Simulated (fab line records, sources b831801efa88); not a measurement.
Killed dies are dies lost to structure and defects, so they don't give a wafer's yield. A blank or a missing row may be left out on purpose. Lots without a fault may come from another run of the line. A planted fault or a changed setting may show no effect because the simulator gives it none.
Problem report in the 8D (eight disciplines) form, filled by code | flow sfq_line | the parts of the form that need people (team, actions taken, sign-off) are left out

1. THE PROBLEM
rf_fwd_power_W at SFQ_TRILAYER_I7_VIA_BARC_OPEN_VIA_ETCH_260 reads a mean of 694.9 W on 6 wafers of 2 lots; wafers without a fault read 495.1 W with a standard deviation of 2.1. That is +95 standard deviations from the usual mean.
The step: etches BARC in O2, target depth 125 nm, time 41.7 s.
First seen on wafer L597.2, day 89 17:45, on rie_diel-03. The record holds 18 wafers of 6 lots with a number at this step. Rule for "out", or "out of limits": more than 4 standard deviations from the usual mean. The other wafers with a number count as sound.

2. WHAT IT IS AND WHAT IT IS NOT
question                    | is                     | is not
which readings at this step | rf_fwd_power_W         | drypump_motor_current_A, oes_product_au
which lots                  | L597, L600             | L588, L591, L602, L604
which wafers of those lots  | all that have a number | -
read on which tools         | rie_diel-03            | rie_diel-01, rie_diel-04
when                        | from day 89 17:45      | up to then (6 sound wafers); but 6 sound wafers of L602, L604 came after

3. SUSPECTS, AND WHAT RULES EACH OUT
Counting: a tool at a process step up to the reading stays a suspect if it ran every lot that is out and no sound lot after the first of them.
- cmp-02 at SFQ_TRILAYER_I7_CMP_CMP_184 (polishes SiO2): ruled out as a lasting fault. Sound lots L602 ran on it after its first lot that is out, L597 (day 85 06:34).
- rie_diel-03 at SFQ_TRILAYER_I7_VIA_BARC_OPEN_VIA_ETCH_260 (etches BARC in O2, target depth 125 nm, time 41.7 s): kept. It ran every lot that is out, first L597 (day 89 17:45), and no sound lot after that; its last sound lot up to then is L591 (day 87 21:06). Its own readings are out on those wafers: rf_fwd_power_W.
Left after counting: rie_diel-03 at SFQ_TRILAYER_I7_VIA_BARC_OPEN_VIA_ETCH_260.

4. THE CAUSE (what the simulator had put in)
Process parameter drift: rie_diel-03, from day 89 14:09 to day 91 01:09, at SFQ_TRILAYER_I7_VIA_BARC_OPEN_VIA_ETCH_260. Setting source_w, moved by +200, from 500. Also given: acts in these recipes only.
Counting left only this tool.

5. THE CHAIN OF EFFECTS, in route order
Each row: a reading whose mean over the struck wafers that have a number lies more than 3 standard deviations from the usual. Only readings for which the record gives a usual standard deviation are gone through. hours: the time from each lot's start at the first step in this table that gives one to its start at this step, as a median over the lots. sigmas: the change in usual standard deviations.
hours | step                                       | reading        | usual   | on struck wafers | change | sigmas
0     | SFQ_TRILAYER_I7_VIA_BARC_OPEN_VIA_ETCH_260 | rf_fwd_power_W | 495.1 W | 694.9            | +199.8 | +95
The process steps in it:
- SFQ_TRILAYER_I7_VIA_BARC_OPEN_VIA_ETCH_260: etches BARC in O2, target depth 125 nm, time 41.7 s.

6. WHAT WOULD HAVE CAUGHT IT SOONER
In this record the first reading out of limits was taken at day 89 17:45, 4 hours after the fault began at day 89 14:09.
